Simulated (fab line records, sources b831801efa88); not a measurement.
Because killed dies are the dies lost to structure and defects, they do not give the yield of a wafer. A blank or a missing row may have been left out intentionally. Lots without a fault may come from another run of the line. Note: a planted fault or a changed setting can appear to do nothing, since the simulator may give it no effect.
Which of the tools did it? :: flow gf180mcu :: 36 wafers from 12 lots sampled at 6 of the route's 602 steps

== WHAT THE GAUGES SHOWED, per wafer ==
GF_HV_LDD_OVL_MEAS_08. Usual: HV_LDD_OVL gives 1.1 nm (standard deviation 1.1).
lot: L263
measured: day 10 08:16
on: overlay-01
HV_LDD_OVL (nm): 2.8 3.7 2.6
flag: 

lot: L265
measured: day 10 21:26
on: overlay-02
HV_LDD_OVL (nm): -0.5 2.1 2.1
flag: 

lot: L269
measured: day 12 11:59
on: overlay-02
HV_LDD_OVL (nm): 2.6 2.1 1.9
flag: 

lot: L270
measured: day 12 15:02
on: overlay-01
HV_LDD_OVL (nm): -1.8 0.6 -1.2
flag: 

lot: L271
measured: day 12 21:05
on: overlay-01
HV_LDD_OVL (nm): 2.0 1.5 0.7
flag: 

lot: L274
measured: day 13 19:41
on: overlay-01
HV_LDD_OVL (nm): 2.3 1.8 1.9
flag: 

lot: L278
measured: day 15 04:17
on: overlay-01
HV_LDD_OVL (nm): 0.2 1.2 -0.1
flag: 

lot: L280
measured: day 15 14:35
on: overlay-02
HV_LDD_OVL (nm): 1.0 -0.9 0.1
flag: 

lot: L282
measured: day 16 04:35
on: overlay-02
HV_LDD_OVL (nm): 0.1 1.5 -0.7
flag: 

lot: L283
measured: day 16 12:00
on: overlay-02
HV_LDD_OVL (nm): 1.1 1.2 1.8
flag: 

lot: L284
measured: day 16 16:32
on: overlay-02
HV_LDD_OVL (nm): 1.1 1.1 2.4
flag: 

lot: L285
measured: day 17 01:23
on: overlay-02
HV_LDD_OVL (nm): 0.6 -0.1 1.1
flag: 

GF_HV_LDD_TW_MEAS_38. Usual: HV_LDD_3_TW gives 1429 (standard deviation 7.1).
lot: L263
measured: day 11 22:35
on: film metro-03
HV_LDD_3_TW: 1432 1432 1430
flag: 

lot: L265
measured: day 12 11:55
on: film metro-02
HV_LDD_3_TW: 1425 1429 1428
flag: 

lot: L269
measured: day 14 04:11
on: film metro-02
HV_LDD_3_TW: 1660 1650 1662
flag: OFF

lot: L270
measured: day 14 07:31
on: film metro-03
HV_LDD_3_TW: 1670 1663 1672
flag: OFF

lot: L271
measured: day 14 13:30
on: film metro-02
HV_LDD_3_TW: 1429 1426 1430
flag: 

lot: L274
measured: day 15 15:01
on: film metro-04
HV_LDD_3_TW: 1437 1435 1432
flag: 

lot: L278
measured: day 17 01:31
on: film metro-03
HV_LDD_3_TW: 1420 1424 1430
flag: 

lot: L280
measured: day 17 11:49
on: film metro-03
HV_LDD_3_TW: 1419 1425 1420
flag: 

lot: L282
measured: day 18 03:32
on: film metro-03
HV_LDD_3_TW: 1422 1425 1423
flag: 

lot: L283
measured: day 18 10:53
on: film metro-03
HV_LDD_3_TW: 1420 1427 1419
flag: 

lot: L284
measured: day 18 15:28
on: film metro-03
HV_LDD_3_TW: 1418 1426 1421
flag: 

lot: L285
measured: day 19 01:55
on: film metro-02
HV_LDD_3_TW: 1435 1433 1429
flag: 

GF_HV_LDD_TW_MEAS_50. Usual: HV_LDD_4_TW gives 566.6 (standard deviation 2.4).
lot: L263
measured: day 12 18:32
on: film metro-03
HV_LDD_4_TW: 573.6 572.8 570.6
flag: 

lot: L265
measured: day 13 07:58
on: film metro-02
HV_LDD_4_TW: 566.3 569.9 569.6
flag: 

lot: L269
measured: day 15 01:26
on: film metro-02
HV_LDD_4_TW: 568.4 571.0 569.8
flag: 

lot: L270
measured: day 15 04:31
on: film metro-04
HV_LDD_4_TW: 568.2 570.9 569.4
flag: 

lot: L271
measured: day 15 10:41
on: film metro-03
HV_LDD_4_TW: 564.2 562.8 564.3
flag: 

lot: L274
measured: day 16 13:14
on: film metro-02
HV_LDD_4_TW: 562.3 566.0 564.4
flag: 

lot: L278
measured: day 18 00:22
on: film metro-04
HV_LDD_4_TW: 565.3 564.3 567.1
flag: 

lot: L280
measured: day 18 12:38
on: film metro-02
HV_LDD_4_TW: 564.9 563.7 566.4
flag: 

lot: L282
measured: day 19 03:45
on: film metro-04
HV_LDD_4_TW: 566.5 563.1 568.4
flag: 

lot: L283
measured: day 19 11:31
on: film metro-04
HV_LDD_4_TW: 568.4 566.0 567.0
flag: 

lot: L284
measured: day 19 15:31
on: film metro-02
HV_LDD_4_TW: 566.6 567.3 566.2
flag: 

lot: L285
measured: day 20 02:19
on: film metro-02
HV_LDD_4_TW: 566.9 565.9 567.7
flag: 

GF_HV_LDD_RS_MEAS_53: measures by four-point-probe. Usual: HV_LDD_RS gives 418.1 ohm/sq (standard deviation 0.98).
lot: L263
measured: day 12 18:44
on: film metro-02
HV_LDD_RS (ohm/sq): 418.0 417.8 418.0
flag: 

lot: L265
measured: day 13 08:08
on: film metro-03
HV_LDD_RS (ohm/sq): 419.0 419.7 417.8
flag: 

lot: L269
measured: day 15 01:38
on: film metro-03
HV_LDD_RS (ohm/sq): 374.8 374.2 374.4
flag: OFF

lot: L270
measured: day 15 04:41
on: film metro-03
HV_LDD_RS (ohm/sq): 375.8 374.7 374.3
flag: OFF

lot: L271
measured: day 15 10:53
on: film metro-04
HV_LDD_RS (ohm/sq): 418.7 418.9 418.6
flag: 

lot: L274
measured: day 16 13:25
on: film metro-04
HV_LDD_RS (ohm/sq): 416.6 416.8 415.6
flag: 

lot: L278
measured: day 18 00:32
on: film metro-02
HV_LDD_RS (ohm/sq): 417.5 416.6 416.7
flag: 

lot: L280
measured: day 18 12:51
on: film metro-03
HV_LDD_RS (ohm/sq): 418.5 417.8 418.5
flag: 

lot: L282
measured: day 19 03:57
on: film metro-04
HV_LDD_RS (ohm/sq): 416.3 416.0 416.5
flag: 

lot: L283
measured: day 19 11:43
on: film metro-02
HV_LDD_RS (ohm/sq): 417.7 417.7 417.5
flag: 

lot: L284
measured: day 19 15:43
on: film metro-03
HV_LDD_RS (ohm/sq): 419.2 419.2 419.5
flag: 

lot: L285
measured: day 20 02:29
on: film metro-04
HV_LDD_RS (ohm/sq): 415.6 416.7 417.4
flag: 

== EACH LOT AND THE TOOL THAT RAN IT (in order: tool; ch and the chambers of the sampled wafers; start) ==
lot: L263
GF_POLY_GATE_ETCH_12: rie diel-03 ch 1,3, day 9 12:58
GF_HV_LDD_IMPLANT_36: implanter-04 ch 0, day 11 22:22

lot: L265
GF_POLY_GATE_ETCH_12: rie diel-01 ch 1,3, day 10 00:46
GF_HV_LDD_IMPLANT_36: implanter-04 ch 0, day 12 11:40

lot: L269
GF_POLY_GATE_ETCH_12: rie diel-01 ch 0,1,2, day 11 15:52
GF_HV_LDD_IMPLANT_36: implanter-04 ch 0, day 14 03:58

lot: L270
GF_POLY_GATE_ETCH_12: rie diel-04 ch 0,2,3, day 11 18:16
GF_HV_LDD_IMPLANT_36: implanter-04 ch 0, day 14 07:16

lot: L271
GF_POLY_GATE_ETCH_12: rie diel-01 ch 0,1, day 11 23:16
GF_HV_LDD_IMPLANT_36: implanter-03 ch 0, day 14 13:17

lot: L274
GF_POLY_GATE_ETCH_12: rie diel-03 ch 1,2, day 12 22:37
GF_HV_LDD_IMPLANT_36: implanter-03 ch 0, day 15 14:46

lot: L278
GF_POLY_GATE_ETCH_12: rie diel-04 ch 1,2,3, day 14 04:25
GF_HV_LDD_IMPLANT_36: implanter-03 ch 0, day 17 01:16

lot: L280
GF_POLY_GATE_ETCH_12: rie diel-04 ch 0,1,2, day 14 15:01
GF_HV_LDD_IMPLANT_36: implanter-03 ch 0, day 17 11:34

lot: L282
GF_POLY_GATE_ETCH_12: rie diel-01 ch 0,2,3, day 15 05:13
GF_HV_LDD_IMPLANT_36: implanter-04 ch 0, day 18 03:19

lot: L283
GF_POLY_GATE_ETCH_12: rie diel-03 ch 0,2,3, day 15 12:10
GF_HV_LDD_IMPLANT_36: implanter-04 ch 0, day 18 10:40

lot: L284
GF_POLY_GATE_ETCH_12: rie diel-04 ch 0,1,3, day 15 16:16
GF_HV_LDD_IMPLANT_36: implanter-02 ch 0, day 18 15:14

lot: L285
GF_POLY_GATE_ETCH_12: rie diel-03 ch 0,1, day 16 01:40
GF_HV_LDD_IMPLANT_36: implanter-03 ch 0, day 19 01:40
- GF_POLY_GATE_ETCH_12: etches BARC in N2/H2.
- GF_HV_LDD_IMPLANT_36

== WHAT THE TOOLS THEMSELVES READ (means of the sampled wafers that have a number; where no wafer has one, the mark that the record gives instead) ==
GF_POLY_GATE_ETCH_12. Usual: chamber pressure mTorr 30.000 mTorr, standard deviation 0.028; drypump motor current A 5.6 A, standard deviation 0.35; oes product au 0.736 a.u., standard deviation 0.0046; rf fwd power W 495.0 W, standard deviation 2.2; throttle valve pct 13.213 %, standard deviation 0.0091.
lot: L263
tool: rie diel-03
chamber pressure mTorr (mTorr): 29.989
drypump motor current A (A): 5.4
oes product au (a.u.): 0.735
rf fwd power W (W): 497.1
throttle valve pct (%): 13.219
flag: 

lot: L265
tool: rie diel-01
chamber pressure mTorr (mTorr): 29.975
drypump motor current A (A): 5.7
oes product au (a.u.): 0.737
rf fwd power W (W): 494.4
throttle valve pct (%): 13.209
flag: 

lot: L269
tool: rie diel-01
chamber pressure mTorr (mTorr): 29.983
drypump motor current A (A): 5.7
oes product au (a.u.): 0.740
rf fwd power W (W): 496.4
throttle valve pct (%): 13.215
flag: 

lot: L270
tool: rie diel-04
chamber pressure mTorr (mTorr): 30.019
drypump motor current A (A): 5.7
oes product au (a.u.): 0.734
rf fwd power W (W): 493.7
throttle valve pct (%): 13.225
flag: 

lot: L271
tool: rie diel-01
chamber pressure mTorr (mTorr): 30.053
drypump motor current A (A): 5.5
oes product au (a.u.): 0.739
rf fwd power W (W): 495.3
throttle valve pct (%): 13.211
flag: 

lot: L274
tool: rie diel-03
chamber pressure mTorr (mTorr): 29.996
drypump motor current A (A): 5.6
oes product au (a.u.): 0.735
rf fwd power W (W): 495.7
throttle valve pct (%): 13.219
flag: 

lot: L278
tool: rie diel-04
chamber pressure mTorr (mTorr): 30.000
drypump motor current A (A): 5.4
oes product au (a.u.): 0.737
rf fwd power W (W): 492.3
throttle valve pct (%): 13.209
flag: 

lot: L280
tool: rie diel-04
chamber pressure mTorr (mTorr): 30.009
drypump motor current A (A): 5.3
oes product au (a.u.): 0.737
rf fwd power W (W): 493.2
throttle valve pct (%): 13.210
flag: 

lot: L282
tool: rie diel-01
chamber pressure mTorr (mTorr): 30.023
drypump motor current A (A): 5.8
oes product au (a.u.): 0.740
rf fwd power W (W): 494.2
throttle valve pct (%): 13.213
flag: 

lot: L283
tool: rie diel-03
chamber pressure mTorr (mTorr): 29.983
drypump motor current A (A): 5.6
oes product au (a.u.): 0.733
rf fwd power W (W): 496.3
throttle valve pct (%): 13.206
flag: 

lot: L284
tool: rie diel-04
chamber pressure mTorr (mTorr): 29.995
drypump motor current A (A): 5.5
oes product au (a.u.): 0.732
rf fwd power W (W): 491.8
throttle valve pct (%): 13.215
flag: 

lot: L285
tool: rie diel-03
chamber pressure mTorr (mTorr): 29.995
drypump motor current A (A): 5.8
oes product au (a.u.): 0.736
rf fwd power W (W): 495.7
throttle valve pct (%): 13.203
flag: 

GF_HV_LDD_IMPLANT_36. Usual: dose ions cm2 7.501e+12, standard deviation 9e+09; faraday current uA 42.4, standard deviation 0.82.
lot: L263
tool: implanter-04
dose ions cm2: 7.504e+12
faraday current uA: 41.4
flag: 

lot: L265
tool: implanter-04
dose ions cm2: 7.489e+12
faraday current uA: 42.7
flag: 

lot: L269
tool: implanter-04
dose ions cm2: 2.602e+13
faraday current uA: 145.4
flag: OFF

lot: L270
tool: implanter-04
dose ions cm2: 2.603e+13
faraday current uA: 145.9
flag: OFF

lot: L271
tool: implanter-03
dose ions cm2: 7.507e+12
faraday current uA: 42.5
flag: 

lot: L274
tool: implanter-03
dose ions cm2: 7.502e+12
faraday current uA: 42.3
flag: 

lot: L278
tool: implanter-03
dose ions cm2: 7.504e+12
faraday current uA: 41.9
flag: 

lot: L280
tool: implanter-03
dose ions cm2: 7.487e+12
faraday current uA: 43.0
flag: 

lot: L282
tool: implanter-04
dose ions cm2: 7.492e+12
faraday current uA: 42.1
flag: 

lot: L283
tool: implanter-04
dose ions cm2: 7.503e+12
faraday current uA: 42.0
flag: 

lot: L284
tool: implanter-02
dose ions cm2: 7.502e+12
faraday current uA: 41.9
flag: 

lot: L285
tool: implanter-03
dose ions cm2: 7.506e+12
faraday current uA: 42.6
flag: 

== THE ANSWER, worked out from the rows above alone ==
Rule: a lot counts as off when the mean over its wafers that have a number is more than 3 standard deviations away from the usual mean. Also off: a lot with no number at a reading for which 4 or more lots have one. All remaining lots with rows at the step are treated as sound. After the gauges, taken in route order, come the tools' own readings; for these a lot's mean is taken, as printed above. The first step at which some lot is off is used, and at that step the reading that is off furthest; a lot without a number counts as furthest.
Off: at GF_HV_LDD_TW_MEAS_38 (HV_LDD_3_TW), L269, L270.
A tool fits if, at a process step before that reading, it ran every lot that is off, and no sound lot after the first of them. Not tried: the gauges at GF_HV_LDD_TW_MEAS_38; whatever is off there is also off at GF_HV_LDD_IMPLANT_36, on other tools, and gauge error can't account for it. Not one of the candidates tried fits.

== WHAT THE SIMULATOR HAD INSERTED ==
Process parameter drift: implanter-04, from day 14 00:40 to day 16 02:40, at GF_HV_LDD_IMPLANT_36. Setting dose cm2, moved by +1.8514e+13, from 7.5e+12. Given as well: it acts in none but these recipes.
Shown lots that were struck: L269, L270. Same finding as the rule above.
